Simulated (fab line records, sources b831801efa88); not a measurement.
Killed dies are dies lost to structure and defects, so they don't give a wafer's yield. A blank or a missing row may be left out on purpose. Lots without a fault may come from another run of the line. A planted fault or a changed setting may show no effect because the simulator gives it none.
A struck lot beside a sound one | flow gf180mcu | 19 steps out of a route of 602
Sound: wafers L749.1, L749.3, L749.4. Struck: wafers L747.1, L747.5, L747.6. The cause comes at the end.
At each step with rows: each side's tool, then ch and its chambers, then its first start. Under that, the readings that differ: sound wafers | struck wafers | difference of the means | sigmas: that difference in standard deviations of wafers without a fault.
alike: readings whose means differ by less than 2 such deviations, and words and numbers that are the same on both sides. not compared: withheld readings, readings that some wafer has no value for, bounds like >300 that may hide the same value, and numbers for which the record gives no deviation and whose values overlap.
The two part at a step that has a row with sigmas, a row that says differs or no value, or rows on one side only. Numbers that don't overlap but have no deviation are shown without sigmas and don't part them. A reading that every wafer of one side lacks parts them only if that side has two wafers or more.

first, 2 steps without rows for these wafers: GF_NSD_PEB_05; GF_NSD_DEVELOP_06 (develop time 60 s).
GF_NSD_CD_MEAS_07: target cd 400 nm.
  sound on cd_sem-01, day 18 00:48; struck on cd_sem-02, day 17 00:48
  alike: cd_nm
GF_NSD_OVL_MEAS_08:
  sound on overlay-02, day 18 00:55; struck on overlay-01, day 17 00:55
  alike: NSD_OVL
then, 2 steps without rows for these wafers: GF_NSD_IMPLANT_09; GF_NSD_IMPLANT_10.
GF_NSD_STRIP_11: strips in O2/N2.
  sound on plasma_asher-04 ch 0,1, day 18 01:16; struck on plasma_asher-01 ch 0,1, day 17 01:16
  alike: drypump_motor_current_A, heater_power_w, o2_flow_sccm, oes_product_au, strip_time_to_endpoint_s
  not compared: rf_hours_counter_h
GF_NSD_TW_MEAS_12:
  sound on film_metro-01, day 18 01:22; struck on film_metro-04, day 17 01:22
  alike: NSD_TW
then, 4 steps without rows for these wafers: GF_PSD_DEHYDRATE_00 (time 60 s); GF_PSD_HMDS_01 (prime time 60 s); GF_PSD_COAT_02 (resist thk 1000 nm); GF_PSD_SOFTBAKE_03 (time 60 s).
GF_PSD_EXPOSE_04: exposes mask Pplus, target cd 400 nm.
  sound on iline_stepper-01 ch 0, day 18 12:47; struck on iline_stepper-02 ch 0, day 17 12:24
  reading                     | sound                   | struck         | difference | sigmas
  model.PSD.overlay_x_nm (nm) | -0.3767 -0.3767 -0.3767 | -121 -121 -121 | -121       |
  alike: mask
then, 2 steps without rows for these wafers: GF_PSD_PEB_05; GF_PSD_DEVELOP_06 (develop time 60 s).
GF_PSD_CD_MEAS_07: target cd 400 nm.
  sound on cd_sem-02, day 19 00:54; struck on cd_sem-01, day 18 00:01
  alike: cd_nm
GF_PSD_OVL_MEAS_08:
  sound on overlay-01, day 19 01:01; struck on overlay-02, day 18 00:08
  reading      | sound         | struck               | difference | sigmas
  PSD_OVL (nm) | -0.4 -0.1 0.7 | -122.3 -123.7 -121.8 | -122.7     | -72
then, 1 step without rows for these wafers: GF_PSD_IMPLANT_09.
GF_PASSIVATION_PROBE_99:
  the record has rows for the sound wafers here (prober-01, day 32 18:53) and none for the struck ones

WHERE THEY PART
First at GF_PSD_OVL_MEAS_08; last, within this record, at GF_PASSIVATION_PROBE_99.

WHY: what the simulator had put in
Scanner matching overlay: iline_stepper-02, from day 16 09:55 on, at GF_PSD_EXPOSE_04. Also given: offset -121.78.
